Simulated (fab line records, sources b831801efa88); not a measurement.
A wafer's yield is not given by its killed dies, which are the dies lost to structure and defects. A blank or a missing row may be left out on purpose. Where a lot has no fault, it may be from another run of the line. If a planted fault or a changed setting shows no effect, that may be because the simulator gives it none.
What tool caused it? ; flow sfq line ; 7 lots, 21 wafers sampled, at 2 steps of a route of 325

WHAT EACH GAUGE READ, for each wafer
SFQ_I5_OVL_MEAS_936.
lot;measured;on;I5_OVL (nm)
L403;day 67 16:21;overlay-02;-3 -7 1
L407;day 68 03:08;overlay-01;-3 7 5
L409;day 68 10:21;overlay-02;-11 -15 -12
L411;day 68 16:20;overlay-01;-6 0 -11
L421;day 70 18:44;overlay-01;-2 -15 -10
L423;day 71 07:10;overlay-02;0 4 7
L425;day 71 22:46;overlay-02;-14 4 8

TOOL THAT RAN EACH LOT (tool first, then ch and the chambers of the sampled wafers, then the start)
lot;SFQ_TRILAYER_JJ_CE_STRIP_STRIP_120
L403;rie metal-03 ch 0,1, day 54 20:55
L407;rie metal-02 ch 0,1, day 57 00:04
L409;rie metal-01 ch 0,1, day 57 08:40
L411;rie metal-03 ch 0,1, day 57 15:40
L421;rie metal-01 ch 0,1, day 60 06:04
L423;rie metal-01 ch 0,1, day 60 14:39
L425;rie metal-02 ch 0,1, day 61 11:03
- SFQ_TRILAYER_JJ_CE_STRIP_STRIP_120: strips in O2.

THE ANSWER, worked out from the rows above alone
Rule: usual is defined by the lots themselves. Put in order of their means at a reading, lots are off if they are a third of the lots or fewer, leave a main group of 4 or more, and stand apart from it by a gap of 3 or more times the standard deviation of the main group's means; of several such gaps the widest counts. If all means in a main group match to the digits the tables above print for the reading, that group is not used. Also off: a lot with no number at a reading for which 4 or more lots have one. Any other lot the step has rows for is counted as sound.
None of the lots is off at any reading shown; this tells nothing.

WHAT THE SIMULATOR HAD INSERTED
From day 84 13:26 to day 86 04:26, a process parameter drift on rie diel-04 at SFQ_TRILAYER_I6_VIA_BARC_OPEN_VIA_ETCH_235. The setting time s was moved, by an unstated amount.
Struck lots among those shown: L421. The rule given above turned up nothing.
